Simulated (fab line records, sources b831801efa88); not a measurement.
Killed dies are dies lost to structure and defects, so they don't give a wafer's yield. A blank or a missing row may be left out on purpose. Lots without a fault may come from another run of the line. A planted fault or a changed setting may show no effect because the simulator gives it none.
A struck lot beside a sound one | flow gf180mcu | 15 steps out of a route of 602
Sound: wafers L955.2, L955.3, L955.6. Struck: wafer L971.1. (L971.2 of the same lot was not struck and is left out.) The cause comes at the end.
At each step with rows: each side's tool, then ch and its chambers, then its first start. Under that, the readings that differ: sound wafers | struck wafers | difference of the means | sigmas: that difference in standard deviations of wafers without a fault.
alike: readings whose means differ by less than 2 such deviations, and words and numbers that are the same on both sides. not compared: withheld readings, readings that some wafer has no value for, bounds like >300 that may hide the same value, and numbers for which the record gives no deviation and whose values overlap.
The two part at a step that has a row with sigmas, a row that says differs or no value, or rows on one side only. Numbers that don't overlap but have no deviation are shown without sigmas and don't part them. A reading that every wafer of one side lacks parts them only if that side has two wafers or more.

first, 3 steps without rows for these wafers: GF_CONTACT_CLEAN_19 (cleans in SPM); GF_CONTACT_CLEAN_20 (cleans in DIW); GF_CONTACT_CLEAN_21 (cleans in dHF, time 20 s).
GF_CONTACT_SPUTTER_22: material Ti, target thk 15 nm, time 80.02 s.
  sound on pvd_sputter-04, day 17 11:06; struck on pvd_sputter-02, day 22 22:16
  alike: throttle_valve_pct
GF_CONTACT_SPUTTER_23: material TiN, target thk 10 nm, time 40 s.
  sound on pvd_sputter-04, day 17 11:10; struck on pvd_sputter-02, day 22 22:20
  alike: throttle_valve_pct
GF_CONTACT_CVD_24: deposits W, target thk 300 nm, time 90.339 s.
  sound on cvd_w-01 ch 0,1, day 17 11:12; struck on cvd_w-02 ch 1, day 22 22:22
  alike: heater_power_w
GF_CONTACT_RS_MEAS_25: measures by four-point-probe.
  sound on film_metro-03, day 17 11:19; struck on film_metro-03, day 22 22:28
  alike: CONTACT_W_RS
GF_CONTACT_THK_MEAS_26: measures by xrf.
  sound on film_metro-03, day 17 11:26; struck on film_metro-03, day 22 22:35
  alike: CONTACT_W_THK
then, 1 step without rows for these wafers: GF_CONTACT_CMP_27 (polishes, stops on SiO2, t overpolish 15 s, target thk 0 nm).
GF_M1_SPUTTER_00: material Ti, target thk 37.5 nm, time 150 s.
  sound on pvd_sputter-03, day 17 11:47; struck on pvd_sputter-03, day 22 22:57
  alike: throttle_valve_pct
then, 2 steps without rows for these wafers: GF_M1_SPUTTER_01 (material TiN, target thk 30 nm, time 25 s); GF_M1_SPUTTER_02 (material AlCu, target thk 450 nm, time 23.9 s).
GF_M1_SPUTTER_03: material Ti, target thk 10 nm, time 6.7 s.
  sound on pvd_sputter-03, day 17 11:56; struck on pvd_sputter-03, day 22 23:07
  reading                               | sound             | struck | difference | sigmas
  model.Ti_of_M1_SPUTTER_03.thk_nm (nm) | 10.05 9.913 9.925 | 12.82  | +2.86      |
  alike: throttle_valve_pct
GF_M1_SPUTTER_04: material TiN, target thk 50 nm, time 41.7 s.
  sound on pvd_sputter-03, day 17 11:58; struck on pvd_sputter-03, day 22 23:08
  alike: throttle_valve_pct
then, 1 step without rows for these wafers: GF_PASSIVATION_PROBE_99.

WHERE THEY PART
Nowhere in this record.

WHY: what the simulator had put in
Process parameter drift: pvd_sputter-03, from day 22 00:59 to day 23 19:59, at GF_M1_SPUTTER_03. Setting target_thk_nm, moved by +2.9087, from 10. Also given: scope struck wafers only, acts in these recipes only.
